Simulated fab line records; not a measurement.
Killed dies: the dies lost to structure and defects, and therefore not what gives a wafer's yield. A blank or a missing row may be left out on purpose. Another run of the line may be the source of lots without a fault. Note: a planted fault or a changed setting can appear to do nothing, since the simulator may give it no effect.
Comparing a struck lot with a sound one	flow sky130	15 steps out of a route of 708
Sound: wafers L272.2, L272.4, L272.5. Struck: wafers L284.2, L284.3, L284.6. The cause is named last.
At each step with rows: each side's tool, then ch and its chambers, then its first start. Under that, the readings that differ: sound wafers	struck wafers	difference of the means	sigmas: that difference in standard deviations of wafers without a fault.
alike: same words and numbers on both sides, and readings whose means sit less than 2 such deviations apart. not compared: any withheld reading, any reading some wafer has no value for, any bound like >300 that may hide the same value, and any number with overlapping values for which the record gives no deviation.
A row with sigmas, a row that says differs or no value, or rows on one side alone: a step with any of these is where the two part. Non-overlapping numbers with no deviation appear without sigmas and do not part them. Lack of a reading on every wafer of one side parts them only where that side has two or more wafers.

first, 6 steps without rows for these wafers: SKY_GATE_OXIDE_HMDS_04 (prime time 60 s); SKY_GATE_OXIDE_COAT_05 (resist thk 1140 nm); SKY_GATE_OXIDE_SOFTBAKE_06 (time 60 s); SKY_GATE_OXIDE_EXPOSE_07 (exposes mask LVOM, target cd 600 nm); SKY_GATE_OXIDE_PEB_08; SKY_GATE_OXIDE_DEVELOP_09 (develop time 60 s).
SKY_GATE_OXIDE_OVL_MEAS_10:
  struck on overlay-01, day 20 18:49; sound on overlay-02, day 16 21:07
  alike: GATE_OXIDE_OVL
then, 2 steps without rows for these wafers: SKY_GATE_OXIDE_IMPLANT_11; SKY_GATE_OXIDE_WET_ETCH_12 (etches SiO2 in dHF, target depth 16.8 nm, time 336 s).
SKY_GATE_OXIDE_STRIP_13: strips in O2/N2.
  sound on plasma asher-03 ch 0,1, day 16 21:23; struck on plasma asher-03 ch 0,1, day 20 19:06
  alike: drypump motor current A, oes product au, strip time to endpoint s
  not compared: rf hours counter h
SKY_GATE_OXIDE_TW_MEAS_14:
  struck on film metro-01, day 20 19:13; sound on film metro-03, day 16 21:30
  alike: GATE_OXIDE_TW
then, 1 step without rows for these wafers: SKY_GATE_OXIDE_CLEAN_15 (cleans in SC1/SC2, time 150 s).
SKY_GATE_OXIDE_OXIDATION_16: stabilise 600 s, purge 300 s, target thk 3.57 nm.
  sound on furnace-02 ch 0, day 16 22:09; struck on furnace-02 ch 0, day 20 19:19
reading	sound	struck	difference	sigmas
model.SiO2_of_GATE_OXIDE_OXIDATION_01.thk nm (nm)	11.73 11.76 11.81	12.45 12.52 12.49	+0.72	
  alike: zone power centre pct, zone power lower pct, zone power upper pct
then, 1 step without rows for these wafers: SKY_POLY_GATE_CVD_00 (deposits poly-Si, target thk 180 nm, time 720 s).
-- a jump in the record: the struck wafers' starts before and after are 30 days apart (it breaks off in module POLY_GATE and resumes in module PAD_OPEN, where the first step shown is number 708 of the route) --
SKY_PAD_OPEN_PROBE_99:
  struck on prober-01, day 50 14:21; sound on prober-01, day 47 23:36
reading	sound	struck	difference	sigmas
killed at other	2 2 0	0 0 1	-1	-2
model.etest.nfet_16v.r on ohm um	1.379e+04 1.403e+04 1.41e+04	1.45e+04 1.44e+04 1.468e+04	+5.53e+02	
model.etest.pfet_01v8.r on ohm um	2920 2874 2869	3137 3170 3222	+289	
model.etest.tip sonos.rs ohm sq	2662 2656 2682	2896 2928 2885	+236	
model.etest.pfet g5v0d10v5.r on ohm um	4739 4677 4713	4870 4941 4954	+212	
model.etest.nfet_01v8.r on ohm um	825 825.8 817.1	979 985.6 987.9	+162	
model.etest.nfet_01v8_lvt.drive ua um	573.9 575.5 579.1	469.5 463.9 463	-110.7	
model.etest.nfet_01v8_turned.drive ua um	502.8 498.5 506.5	397.5 395.3 399.8	-105.1	
model.etest.nfet_01v8_swapped.drive ua um	501.8 503.3 510	394.3 393.9 393.7	-111.1	
  alike: killed_at_M0_to_M3, killed_at_M4_up, killed at contacts, killed at front end, killed dies, killed open, killed short

== WHERE THEY PART ==
SKY_PAD_OPEN_PROBE_99 only, going by this record.

WHY: what had been put in by the simulator
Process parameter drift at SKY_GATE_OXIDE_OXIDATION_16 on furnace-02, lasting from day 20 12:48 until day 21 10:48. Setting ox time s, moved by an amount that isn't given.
